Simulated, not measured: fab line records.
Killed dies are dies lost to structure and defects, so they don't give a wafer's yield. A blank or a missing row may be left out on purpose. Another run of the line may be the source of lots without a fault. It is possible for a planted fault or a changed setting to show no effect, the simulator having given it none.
fab line records	flow sky130
record lots=6	wafers=18	lastDay=49
route steps=708 shown VIA4@645 METAL5@661 PAD_OPEN@708
lots with no fault: from the same line, run without faults
startH: the number of hours between the record's first day and the start of the first shown wafer of the lot	waitH: hours from the lot's prior step to this one	" repeats the value in the row above	L1.1+2: several wafers, shown together as one row	- either no value or no given start	* or withheld: withheld	< > ~ a bound
route shown NAME@n: a module of which the file shows steps, and the number in the route of the first	usual: average and standard deviation across the fault-free wafers	same: alike in all rows	chamber/n: place in a boat	sites: each site's reading	_std_site: their standard deviation	_edge_site: mean of outer sites minus mean of inner sites	radiusMm: how far each site lies from the wafer's centre	mask NAME#n: copy n	behind: the tool/chamber that last shaped the wafer	hold: why the lot was held/for how many hours/how that ended	device: which transistor (n, p or np) failed to switch	end of line: the route-end tests of the same wafers	a step with no rows: only its recipe	killed: dies lost to structure and defects at the first sort, not the wafer's yield	map: a wafer's dies, x killed, . not, _ none there
set.NAME: the setting that was run; set.NAME@STEP: the one run at that earlier step	model.NAME: the simulator's own value behind a step, which no gauge read
lots at some steps of the route; a table a step, a row a wafer
services: when a tool's chamber went out of use (startH, in hours from the record's first day, below 0 if earlier), for how many hours, and the reason
## steps
# step SKY_VIA4_COAT_06
# recipe resist=NOVOLAK	spinRpm=3000	resistThkNm=1140
# step SKY_VIA4_SOFTBAKE_07
# recipe tempC=90	timeS=60	resist=NOVOLAK
# step SKY_VIA4_EXPOSE_08
# recipe maskId=VIM4	na=0.6	sourceShape=conventional	sigmaOuter=0.6	polarization=unpolarized	targetCdNm=800	doseMj=132
# step SKY_VIA4_PEB_09
# recipe tempC=withheld	timeS=*	resist=NOVOLAK
# step SKY_VIA4_DEVELOP_10
# recipe resist=NOVOLAK	developer=TMAH	developTimeS=60	devTempC=23
# step SKY_VIA4_OVL_MEAS_11
# usual VIA4_OVL=0.4/1.4
lot.wafer	tool	chamber	startH	waitH	VIA4_OVL[nm]
L249.2	overlay-02	-	1018.19	0.1	0.6
L249.3	"	-	"	"	-0.5
L249.5	"	-	"	"	-0.2
L252.2	overlay-02	-	1032.17	0.1	2.1
L252.4	"	-	"	"	1.9
L252.6	"	-	"	"	1.2
L260.1	overlay-01	-	1095.40	0.1	-0.1
L260.2	"	-	"	"	-0.8
L260.4	"	-	"	"	-0.9
L262.1	overlay-01	-	1100.52	0.1	-0.5
L262.4	"	-	"	"	0.7
L262.5	"	-	"	"	1.7
L265.1	overlay-02	-	1119.48	0.1	0.6
L265.3	"	-	"	"	3.2
L265.5	"	-	"	"	2.6
L267.1	overlay-01	-	1126.02	0.1	0.9
L267.4	"	-	"	"	0.7
L267.6	"	-	"	"	1.4
# step SKY_VIA4_ETCH_12
# recipe target=SiO2	chemistry=C4F8/O2/Ar	stopOn=TiN	maskMaterial=NOVOLAK	sourceW=1500	biasW=1200	pressureMtorr=40	c4f8FlowSccm=withheld	O2_flow_sccm=6	Ar_flow_sccm=300	timeS=withheld	targetDepthA=5800
# usual oesProductAu=0.926/0.0048
lot.wafer	tool	chamber	startH	waitH	oesProductAu
L249.2	rieDiel-02	2	1018.22	0.0	0.926
L249.3	"	3	"	"	0.926
L249.5	"	2	"	"	0.926
L252.2	rieDiel-02	2	1032.20	0.0	0.926
L252.4	"	3	"	"	0.931
L252.6	"	0	"	"	0.928
L260.1	rieDiel-02	1	1095.44	0.0	0.925
L260.2	"	3	"	"	0.920
L260.4	"	0	"	"	0.927
L262.1	rieDiel-03	3	1100.55	0.0	0.924
L262.4	"	2	"	"	0.923
L262.5	"	2	"	"	0.926
L265.1	rieDiel-03	3	1119.52	0.0	0.931
L265.3	"	0	"	"	0.929
L265.5	"	1	"	"	0.932
L267.1	rieDiel-04	0	1126.05	0.0	0.923
L267.4	"	2	"	"	0.925
L267.6	"	0	"	"	0.928
# step SKY_VIA4_STRIP_13
# recipe chemistry=O2/N2	powerW=1400	pressureMtorr=1500	platenTempC=withheld	o2FlowSccm=3000	n2FlowSccm=300	overashFraction=0.5
# usual drypumpMotorCurrentA=5.6/0.35	oesProductAu=0.710/0.0049	stripTimeToEndpointS=12.809/0.027
lot.wafer	tool	chamber	startH	waitH	drypumpMotorCurrentA	oesProductAu	rfHoursCounterH	stripTimeToEndpointS
L249.2	plasmaAsher-02	1	1018.29	-	5.8	0.705	119	12.818
L249.3	"	1	"	"	5.8	0.709	-	12.795
L249.5	"	1	"	"	5.8	0.714	-	12.831
L252.2	plasmaAsher-02	0	1032.28	-	6.1	0.710	120	12.799
L252.4	"	0	"	"	6.1	0.717	-	12.819
L252.6	"	0	"	"	6.1	0.718	-	12.845
L260.1	plasmaAsher-04	0	1095.51	-	5.5	0.706	97	12.772
L260.2	"	1	"	"	5.3	0.706	97	12.851
L260.4	"	0	"	"	5.5	0.708	-	12.770
L262.1	plasmaAsher-02	0	1100.63	-	6.1	0.707	4	12.785
L262.4	"	1	"	"	5.8	0.704	-	12.843
L262.5	"	0	"	"	6.1	0.716	-	12.763
L265.1	plasmaAsher-02	1	1119.59	-	5.8	0.710	6	12.800
L265.3	"	1	"	"	5.8	0.711	-	12.788
L265.5	"	1	"	"	5.8	0.707	-	12.804
L267.1	plasmaAsher-04	0	1126.13	-	5.5	0.706	100	12.839
L267.4	"	0	"	"	5.5	0.707	-	12.772
L267.6	"	1	"	"	5.4	0.711	-	12.835
# step SKY_VIA4_STRIP_14
# recipe chemistry=postEtchResidueRemover	timeS=1200	tempC=72.5
# step SKY_VIA4_CLEAN_15
# recipe chemistry=IPA	timeS=180	tempC=25
# step SKY_VIA4_CLEAN_16
# recipe chemistry=O3/DIW	dry=n2Spin
# step SKY_VIA4_SPUTTER_17
# recipe material=TiN	targetThkNm=20	chamberPressurePa=5	powerW=4000	timeS=80
# usual chamberPressurePa=5.002/0.01	throttleValvePct=29.7/1.5
lot.wafer	tool	chamber	startH	waitH	chamberPressurePa	throttleValvePct
L249.2	pvdSputter-03	-	1019.00	0.0	5.010	29.5
L249.3	"	-	"	"	5.002	28.3
L249.5	"	-	"	"	5.011	29.5
L252.2	pvdSputter-02	-	1032.87	0.0	5.005	31.5
L252.4	"	-	"	"	4.994	30.4
L252.6	"	-	"	"	5.002	26.8
L260.1	pvdSputter-04	-	1096.15	0.0	4.996	30.9
L260.2	"	-	"	"	5.010	31.2
L260.4	"	-	"	"	5.017	31.1
L262.1	pvdSputter-03	-	1101.26	0.0	5.006	30.9
L262.4	"	-	"	"	4.984	29.1
L262.5	"	-	"	"	4.999	28.4
L265.1	pvdSputter-04	-	1120.18	0.0	4.991	29.3
L265.3	"	-	"	"	4.995	33.5
L265.5	"	-	"	"	4.996	33.4
L267.1	pvdSputter-02	-	1126.72	0.0	4.992	29.2
L267.4	"	-	"	"	5.004	27.0
L267.6	"	-	"	"	5.009	29.4
# step SKY_VIA4_CVD_18
# recipe material=W	targetThkNm=505	timeS=152.14	tempC=400	pressureTorr=40
# usual heaterPowerW=793/62
lot.wafer	tool	chamber	startH	waitH	heaterPowerW	model.W_of_VIA4_CVD_18.thkNm
L249.2	cvdW-02	1	1019.06	0.0	815	507.9
L249.3	"	0	"	"	699	503.6
L249.5	"	0	"	"	681	499.1
L252.2	cvdW-01	0	1032.93	0.0	739	502.1
L252.4	"	1	"	"	856	505.6
L252.6	"	1	"	"	859	505.5
L260.1	cvdW-02	0	1096.21	0.0	673	222.1
L260.2	"	1	"	"	838	507.4
L260.4	"	1	"	"	832	508.6
L262.1	cvdW-02	1	1101.32	0.0	835	509.8
L262.4	"	0	"	"	691	220.7
L262.5	"	1	"	"	819	507
L265.1	cvdW-01	0	1120.24	0.0	741	508.7
L265.3	"	1	"	"	863	496.9
L265.5	"	0	"	"	780	504.3
L267.1	cvdW-01	1	1126.78	0.0	877	503.1
L267.4	"	1	"	"	844	506.3
L267.6	"	1	"	"	855	503.8
# step SKY_VIA4_RS_MEAS_19
# recipe thkMeasGauge=four-point-probe	reads=W_of_VIA4_CVD_18+TiN_of_VIA4_SPUTTER_17
# usual VIA4_W_RS=0.2270/0.0025
lot.wafer	tool	chamber	startH	waitH	VIA4_W_RS[ohm/sq]
L249.2	filmMetro-01	-	1019.23	0.1	0.2245
L249.3	"	-	"	"	0.2269
L249.5	"	-	"	"	0.2294
L252.2	filmMetro-04	-	1033.10	0.1	0.2280
L252.4	"	-	"	"	0.2260
L252.6	"	-	"	"	0.2266
L260.1	filmMetro-01	-	1096.36	0.1	0.5202
L260.2	"	-	"	"	0.2247
L260.4	"	-	"	"	0.2246
L262.1	filmMetro-03	-	1101.48	0.1	0.2246
L262.4	"	-	"	"	0.5232
L262.5	"	-	"	"	0.2256
L265.1	filmMetro-03	-	1120.40	0.1	0.2245
L265.3	"	-	"	"	0.2300
L265.5	"	-	"	"	0.2269
L267.1	filmMetro-01	-	1126.93	0.1	0.2272
L267.4	"	-	"	"	0.2258
L267.6	"	-	"	"	0.2269
# step SKY_VIA4_THK_MEAS_20
# recipe thkMeasGauge=xrf	reads=W_of_VIA4_CVD_18
# usual VIA4_W_THK=524/8.3
lot.wafer	tool	chamber	startH	waitH	VIA4_W_THK[nm]
L249.2	filmMetro-01	-	1019.34	0.1	531
L249.3	"	-	"	"	527
L249.5	"	-	"	"	519
L252.2	filmMetro-04	-	1033.21	0.1	519
L252.4	"	-	"	"	523
L252.6	"	-	"	"	527
L260.1	filmMetro-01	-	1096.48	0.1	230
L260.2	"	-	"	"	532
L260.4	"	-	"	"	538
L262.1	filmMetro-03	-	1101.60	0.1	526
L262.4	"	-	"	"	226
L262.5	"	-	"	"	529
L265.1	filmMetro-03	-	1120.52	0.1	524
L265.3	"	-	"	"	511
L265.5	"	-	"	"	519
L267.1	filmMetro-01	-	1127.05	0.1	530
L267.4	"	-	"	"	533
L267.6	"	-	"	"	532
# step SKY_VIA4_CMP_21
# recipe stopOn=SiO2	tOverpolishS=25	downForcePsi=3.5	platenRpm=60	targetThkNm=0	padVelocityMS=0.94248
# usual motorCurrentA=11.4/1.4	slurryFlowMlMin=150.1/0.43	timeToEndpointS=120/3.9
lot.wafer	tool	chamber	startH	waitH	motorCurrentA	slurryFlowMlMin	timeToEndpointS
L249.3	cmp-01	0	1020.30	0.9	11.4	149.4	118
L249.2	"	1	"	"	11.5	149.2	113
L249.5	"	2	"	"	12.6	150.0	118
L252.2	cmp-01	0	1033.26	0.0	10.7	150.6	116
L252.4	"	3	"	"	10.3	150.0	121
L252.6	"	0	"	"	11.6	150.5	116
L260.1	cmp-02	1	1097.87	1.4	13.8	150.0	54
L260.4	"	2	"	"	10.6	150.1	120
L260.2	"	3	"	"	10.9	149.5	117
L262.1	cmp-02	3	1103.57	2.0	10.9	150.5	122
L262.4	"	0	"	"	11.0	150.4	50
L262.5	"	0	"	"	10.7	150.5	121
L265.1	cmp-02	3	1121.44	0.9	10.9	150.8	124
L265.3	"	0	"	"	10.8	150.7	120
L265.5	"	2	"	"	10.7	150.0	124
L267.4	cmp-02	2	1127.13	0.0	9.7	149.8	124
L267.1	"	3	"	"	10.6	150.3	124
L267.6	"	2	"	"	10.4	150.6	123
# step SKY_METAL5_SPUTTER_00
# recipe material=Ti	targetThkNm=15	powerW=3000	timeS=10	chamberPressurePa=0.4
# usual chamberPressurePa=0.4000/0.00078	throttleValvePct=29.9/1.5
lot.wafer	tool	chamber	startH	waitH	chamberPressurePa	throttleValvePct
L249.2	pvdSputter-04	-	1020.50	0.1	0.3992	31.1
L249.3	"	-	"	"	0.3990	30.7
L249.5	"	-	"	"	0.3994	30.6
L252.2	pvdSputter-01	-	1033.56	0.2	0.4000	29.6
L252.4	"	-	"	"	0.3998	29.7
L252.6	"	-	"	"	0.4011	28.4
L260.1	pvdSputter-04	-	1098.17	0.2	0.4003	33.2
L260.2	"	-	"	"	0.4009	28.9
L260.4	"	-	"	"	0.4010	30.9
L262.1	pvdSputter-04	-	1103.87	0.2	0.4012	31.4
L262.4	"	-	"	"	0.3992	30.9
L262.5	"	-	"	"	0.4007	33.2
L265.1	pvdSputter-01	-	1121.64	0.1	0.3991	29.8
L265.3	"	-	"	"	0.4013	28.4
L265.5	"	-	"	"	0.3997	28.9
L267.1	pvdSputter-03	-	1127.43	0.2	0.3990	30.7
L267.4	"	-	"	"	0.4004	28.0
L267.6	"	-	"	"	0.3991	28.2
# step SKY_PAD_OPEN_PROBE_99
# usual defectLimitedYield=82.5/1.9	killed_at_M0_to_M3=43/7.2	killed_at_M4_up=3.1/1.8	killedAtContacts=24/5.4	killedAtFrontEnd=15/4.4	killedAtOther=0.4/0.56	killedDies=86/9.3	killedOnRim=17/3.6	killedOpen=47/6.9	killedShort=39/6.6	sort_bin_3_pad_short=0.9/0.43	sort_bin_5_function=10.4/1.5	sort_bin_6_memory=6.2/1.1	sortNPass=406/9.3	sortYieldPct=82.5/1.9
# same grossDies=492	killedAtBackSide=0	sort_bin_4_leakage[%]=0	sort_bin_8_speed[%]=0
lot.wafer	tool	chamber	startH	waitH	defectLimitedYield[%]	killed_at_M0_to_M3	killed_at_M4_up	killedAtContacts	killedAtFrontEnd	killedAtOther	killedDies	killedOnRim	killedOpen	killedShort	sort_bin_3_pad_short[%]	sort_bin_5_function[%]	sort_bin_6_memory[%]	sortNPass	sortYieldPct[%]
L252.2	prober-02	-	1104.16	0.1	81.7	43	2	24	20	1	90	21	45	45	0.2	9.6	8.5	402	81.7
L252.4	prober-02	-	1104.26	0.2	84.3	35	3	19	19	1	77	16	45	32	0.8	10.0	4.9	415	84.3
L252.6	prober-02	-	1104.36	0.2	84.6	40	2	16	18	0	76	14	40	36	0.8	8.7	5.9	416	84.6
L262.1	prober-02	-	1163.45	0.1	86.8	36	6	13	10	0	65	10	30	35	1.0	8.1	4.1	427	86.8
L262.4	prober-02	-	1163.60	0.2	82.3	38	4	26	19	0	87	21	41	46	1.4	8.9	7.3	405	82.3
L262.5	prober-02	-	1163.65	0.2	86.8	35	1	16	12	1	65	13	37	27	0.4	7.3	5.5	427	86.8
L265.1	prober-01	-	1181.15	0.1	82.3	40	5	27	15	0	87	13	49	38	0.2	12.6	4.9	405	82.3
L265.3	prober-01	-	1181.25	0.2	82.5	58	0	14	14	0	86	11	44	42	2.0	8.7	6.7	406	82.5
L265.5	prober-01	-	1181.35	0.2	83.5	47	2	15	17	0	81	18	52	29	0.6	10.6	5.3	411	83.5
# killed by level:class
L252.2 VIA1:geometricParticle:open=9 VIA1:geometricParticle:short=9 LI_CONTACT:geometricParticle:open=8 CONTACT:geometricParticle:open=8 VIA2:geometricParticle:open=7 FIELD_ISO:geometricParticle:short=4 VIA2:geometricParticle:short=4 CONTACT:geometricParticle:short=4
L252.4 CONTACT:geometricParticle:open=9 FIELD_ISO:geometricParticle:short=8 VIA1:geometricParticle:open=7 LI_CONTACT:geometricParticle:open=6 METAL2:geometricParticle:short=6 VIA2:geometricParticle:open=6 POLY_GATE:geometricParticle:open=5 VIA1:geometricParticle:short=4
L252.6 VIA1:geometricParticle:open=10 VIA2:geometricParticle:open=8 CONTACT:geometricParticle:open=6 FIELD_ISO:geometricParticle:open=5 CONTACT:geometricParticle:short=5 FIELD_ISO:geometricParticle:short=4 POLY_GATE:geometricParticle:short=4 VIA1:geometricParticle:short=4
L262.1 VIA3:geometricParticle:open=6 METAL4:geometricParticle:short=6 VIA1:geometricParticle:open=5 LOCAL_INTERCONNECT:geometricParticle:short=4 VIA1:geometricParticle:short=4 VIA2:geometricParticle:open=4 METAL2:geometricParticle:short=4 METAL3:geometricParticle:short=4
L262.4 VIA1:geometricParticle:open=10 CONTACT:geometricParticle:open=8 LI_CONTACT:geometricParticle:open=7 METAL2:geometricParticle:short=7 CONTACT:geometricParticle:short=5 VIA3:geometricParticle:open=5 VIA1:geometricParticle:short=5 FIELD_ISO:geometricParticle:open=4
L262.5 VIA1:geometricParticle:open=9 FIELD_ISO:geometricParticle:open=6 LI_CONTACT:geometricParticle:open=6 VIA1:geometricParticle:short=5 METAL2:geometricParticle:short=4 METAL3:geometricParticle:short=4 POLY_GATE:geometricParticle:open=3 CONTACT:geometricParticle:short=3
L265.1 VIA1:geometricParticle:open=11 LI_CONTACT:geometricParticle:open=8 LOCAL_INTERCONNECT:geometricParticle:short=7 VIA2:geometricParticle:open=7 VIA3:geometricParticle:open=7 FIELD_ISO:geometricParticle:open=5 POLY_GATE:geometricParticle:short=4 METAL4:geometricParticle:short=4
L265.3 VIA1:geometricParticle:open=14 METAL2:geometricParticle:short=10 METAL1:geometricParticle:short=8 VIA2:geometricParticle:open=7 CONTACT:geometricParticle:open=6 VIA1:geometricParticle:short=5 LI_CONTACT:geometricParticle:open=4 VIA3:geometricParticle:short=4
L265.5 VIA2:geometricParticle:open=12 VIA1:geometricParticle:open=11 CONTACT:geometricParticle:open=8 METAL2:geometricParticle:short=7 LI_CONTACT:geometricParticle:open=6 METAL1:geometricParticle:short=6 FIELD_ISO:geometricParticle:short=5 POLY_GATE:geometricParticle:open=5
## services
tool	chamber	startH	hours	kind
rieDiel-03	1	996.79	3.9	repair
rieDiel-04	0	1001.40	1.3	repair
pvdSputter-03	-	1003.82	0.9	repair
rieDiel-02	1	1015.69	13.7	repair
cmp-02	-	1017.87	4.8	repair
cvdW-01	-	1018.95	1.2	repair
cmp-02	-	1030.01	3.4	pm
cmp-02	-	1034.97	3.3	repair
cvdW-02	1	1040.35	4.8	repair
cmp-01	-	1045.41	1.4	repair
cmp-01	-	1053.96	3.3	repair
plasmaAsher-02	-	1055.25	9.0	pm
cmp-01	-	1065.86	2.4	repair
pvdSputter-04	3	1079.79	-	consumableReplace:kit
pvdSputter-01	-	1081.02	11.1	repair
cmp-02	-	1084.19	4.0	pm
rieDiel-04	-	1084.93	2.8	pm
cvdW-02	-	1085.35	6.9	pm
rieDiel-04	1	1088.69	13.1	repair
rieDiel-02	2	1100.64	15.4	repair
cmp-01	-	1103.72	2.4	repair
cvdW-01	-	1109.48	1.3	repair
cmp-01	-	1111.52	2.9	repair
cmp-01	-	1114.67	0.8	repair
## key
firstSign step=SKY_VIA4_RS_MEAS_19	reading=VIA4_W_RS	direction=up	sigmas=99+	usual=0.2270	struck=0.5217
effect step=SKY_VIA4_THK_MEAS_20	reading=VIA4_W_THK	direction=down	sigmas=36	usual=524	struck=228
effect step=SKY_VIA4_CMP_21	reading=timeToEndpointS	direction=down	sigmas=18	usual=*	struck=*
modelEffect step=SKY_VIA4_CVD_18	value=W_of_VIA4_CVD_18.thkNm	without=502.4	struck=221.4
metAt SKY_VIA4_CVD_18
struckWafers L260.1,L262.4
onsetBetween 1019.06 1096.21
fault kind=processParameterDrift	tool=cvdW-02	chamber=0	onsetH=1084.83	steps=SKY_VIA4_CVD_18	channel=targetThkNm	offset=-282.89	shape=step	endH=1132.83	actsIn=theseRecipesOnly	stated=505
